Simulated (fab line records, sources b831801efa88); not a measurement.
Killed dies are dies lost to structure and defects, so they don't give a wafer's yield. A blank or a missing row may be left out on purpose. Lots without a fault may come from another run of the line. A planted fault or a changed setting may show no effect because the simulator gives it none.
Which tool did it? | flow sky130 | 12 lots, 35 wafers sampled, at 5 steps of a route of 708

WHAT THE GAUGES READ, wafer by wafer
SKY_VT_ADJUST_LVTN_OVL_MEAS_18. Usual: VT_ADJUST_LVTN_01_OVL -0.3 nm, standard deviation 1.6.
lot  | measured     | on         | VT_ADJUST_LVTN_01_OVL (nm) | flag
L270 | day 8 02:43  | overlay-02 | -2.7 -1.7 -1.3             |
L271 | day 8 19:37  | overlay-02 | 0.3 0.7 -0.9               |
L272 | day 9 06:08  | overlay-01 | -4.2 -2.8 -4.6             |
L274 | day 9 16:04  | overlay-02 | 0.7 -1.1 -1.0              |
L275 | day 9 17:19  | overlay-01 | -0.9 -1.8 -0.9             |
L277 | day 10 06:37 | overlay-01 | -0.4 -0.6 -1.2             |
L278 | day 10 09:28 | overlay-02 | 0.4 0.2 -1.2               |
L280 | day 10 16:58 | overlay-02 | 0.8 0.2 0.9                |
L279 | day 10 17:16 | overlay-02 | -2.3 -2.1 -1.8             |
L282 | day 11 05:31 | overlay-02 | -0.3 -1.2 -0.2             |
L287 | day 12 18:47 | overlay-02 | -0.1 1.6                   |
L291 | day 13 20:07 | overlay-01 | 0.8 2.0 1.6                |

SKY_POLY_CUT_OVL_MEAS_09. Usual: POLY_CUT_OVL 2 nm, standard deviation 4.6.
lot  | measured     | on         | POLY_CUT_OVL (nm) | flag
L270 | day 25 00:48 | overlay-01 | -1 0 0            |
L271 | day 26 00:17 | overlay-01 | -2 3 2            |
L272 | day 26 04:02 | overlay-02 | -7 -5 -3          |
L274 | day 26 19:26 | overlay-01 | 8 7 13            |
L275 | day 26 17:38 | overlay-02 | -5 -2 -5          |
L277 | day 27 06:38 | overlay-02 | 3 2 7             |
L278 | day 27 18:40 | overlay-01 | 2 6 7             |
L280 | day 28 06:53 | overlay-02 | 5 4 13            |
L279 | day 28 06:31 | overlay-02 | 7 6 8             |
L282 | day 28 17:08 | overlay-01 | 1 -4 1            |
L287 | day 30 08:28 | overlay-02 | 5 3               |
L291 | day 31 15:55 | overlay-01 | -5 -2 -8          |

SKY_VIA1_THK_MEAS_01. Usual: VIA1_HDPCVD_THK 1031 nm, standard deviation 11.
lot  | measured     | on            | VIA1_HDPCVD_THK (nm) | flag
L270 | day 33 13:07 | film_metro-01 | 1047 1034 1032       |
L271 | day 34 10:43 | film_metro-01 | 1029 1021 1027       |
L272 | day 34 14:20 | film_metro-01 | 1056 1045 1056       |
L274 | day 35 06:05 | film_metro-01 | 1042 1027 1020       |
L275 | day 34 22:56 | film_metro-02 | 1032 1034 1029       |
L277 | day 35 13:19 | film_metro-03 | 1020 1040 1035       |
L278 | day 36 00:34 | film_metro-02 | 1011 1009 1010       |
L280 | day 36 12:12 | film_metro-03 | 1044 1042 1054       |
L279 | day 36 11:22 | film_metro-01 | 1029 1020 1008       |
L282 | day 36 21:31 | film_metro-02 | 1023 1011 1024       |
L287 | day 38 09:43 | film_metro-01 | 1040 1550            | OFF
L291 | day 39 17:11 | film_metro-03 | 1012 1026 1028       |

WHICH TOOL RAN EACH LOT (tool, then ch and the chambers of the sampled wafers, then the start)
lot  | SKY_POLY_CUT_ETCH_10               | SKY_VIA1_HDPCVD_00
L270 | rie_diel-03 ch 0,1,2, day 25 00:50 | hdpcvd-01 ch 0,1,2, day 33 13:00
L271 | rie_diel-04 ch 0,2,3, day 26 00:19 | hdpcvd-01 ch 0,2, day 34 10:36
L272 | rie_diel-03 ch 0,1, day 26 04:04   | hdpcvd-02 ch 0,1, day 34 14:13
L274 | rie_diel-03 ch 1,2,3, day 26 19:28 | hdpcvd-02 ch 1,2, day 35 05:58
L275 | rie_diel-04 ch 1,2, day 26 17:40   | hdpcvd-02 ch 0,2, day 34 22:50
L277 | rie_diel-04 ch 1,3, day 27 06:40   | hdpcvd-02 ch 0,2, day 35 13:12
L278 | rie_diel-03 ch 0,1,3, day 27 18:42 | hdpcvd-02 ch 0,2, day 36 00:23
L280 | rie_diel-02 ch 0,2, day 28 06:55   | hdpcvd-02 ch 0,2, day 36 12:02
L279 | rie_diel-03 ch 0,2, day 28 06:33   | hdpcvd-01 ch 1,2, day 36 11:15
L282 | rie_diel-03 ch 0,1,3, day 28 17:10 | hdpcvd-01 ch 0,1,2, day 36 21:23
L287 | rie_diel-04 ch 2,3, day 30 08:30   | hdpcvd-02 ch 1,2, day 38 09:36
L291 | rie_diel-03 ch 1,2, day 31 15:57   | hdpcvd-01 ch 0,1,2, day 39 17:05
- SKY_POLY_CUT_ETCH_10: etches BARC in N2/H2, stops on SiO2, time 45.9 s, target depth 60 nm.
- SKY_VIA1_HDPCVD_00: deposits SiO2, target thk 1030 nm, time 171.7 s.

WHAT THE TOOLS THEMSELVES READ (means of the sampled wafers that have a number; where no wafer has one, the mark that the record gives instead)
SKY_POLY_CUT_ETCH_10. Usual: chamber_pressure_mTorr 29.999 mTorr, standard deviation 0.028; drypump_motor_current_A 5.70 A, standard deviation 0.3; h2_flow_sccm 200.0 sccm, standard deviation 0.63; oes_product_au 0.854 a.u., standard deviation 0.0046; throttle_valve_pct 13.226 %, standard deviation 0.0091.
lot  | tool        | chamber_pressure_mTorr (mTorr) | drypump_motor_current_A (A) | h2_flow_sccm (sccm) | oes_product_au (a.u.) | throttle_valve_pct (%) | flag
L270 | rie_diel-03 | 29.997                         | 5.71                        | 199.8               | 0.857                 | 13.231                 |
L271 | rie_diel-04 | 30.012                         | 5.66                        | 200.1               | 0.856                 | 13.224                 |
L272 | rie_diel-03 | 29.977                         | 5.85                        | 200.1               | 0.856                 | 13.212                 |
L274 | rie_diel-03 | 30.003                         | 5.69                        | 200.1               | 0.854                 | 13.225                 |
L275 | rie_diel-04 | 30.007                         | 5.76                        | 200.4               | 0.851                 | 13.226                 |
L277 | rie_diel-04 | 30.000                         | 5.69                        | 199.4               | 0.852                 | 13.231                 |
L278 | rie_diel-03 | 29.980                         | 5.78                        | 200.3               | 0.856                 | 13.222                 |
L280 | rie_diel-02 | 30.012                         | 5.29                        | 199.6               | 0.852                 | 13.231                 |
L279 | rie_diel-03 | 30.005                         | 5.90                        | 200.3               | 0.852                 | 13.232                 |
L282 | rie_diel-03 | 30.022                         | 5.77                        | 199.3               | 0.858                 | 13.224                 |
L287 | rie_diel-04 | 30.000                         | 5.61                        | 199.7               | 0.850                 | 13.229                 |
L291 | rie_diel-03 | 29.996                         | 5.58                        | 199.7               | 0.855                 | 13.230                 |

THE ANSWER, worked out from the rows above alone
Rule: a lot is off if the mean of its wafers that have a number lies more than 3 standard deviations from the usual mean. A lot without any number at a reading at which 4 lots or more have one is off too. The other lots that the step has rows for count as sound. The gauges are gone through in route order, then the tools' own readings, and for those a lot's mean is taken as printed above. The first step at which some lot is off is used, and at that step the reading that is off furthest; a lot without a number counts as furthest.
Off: L287, at SKY_VIA1_THK_MEAS_01 (VIA1_HDPCVD_THK).
A tool fits if, at a process step before that reading, it ran every lot that is off, and no sound lot after the first of them. The gauges at SKY_VIA1_THK_MEAS_01 are tried like those tools. Can't be told from this: 3 tools fit, rie_diel-04 at SKY_POLY_CUT_ETCH_10, hdpcvd-02 at SKY_VIA1_HDPCVD_00, film_metro-01 at SKY_VIA1_THK_MEAS_01.

WHAT THE SIMULATOR HAD PUT IN
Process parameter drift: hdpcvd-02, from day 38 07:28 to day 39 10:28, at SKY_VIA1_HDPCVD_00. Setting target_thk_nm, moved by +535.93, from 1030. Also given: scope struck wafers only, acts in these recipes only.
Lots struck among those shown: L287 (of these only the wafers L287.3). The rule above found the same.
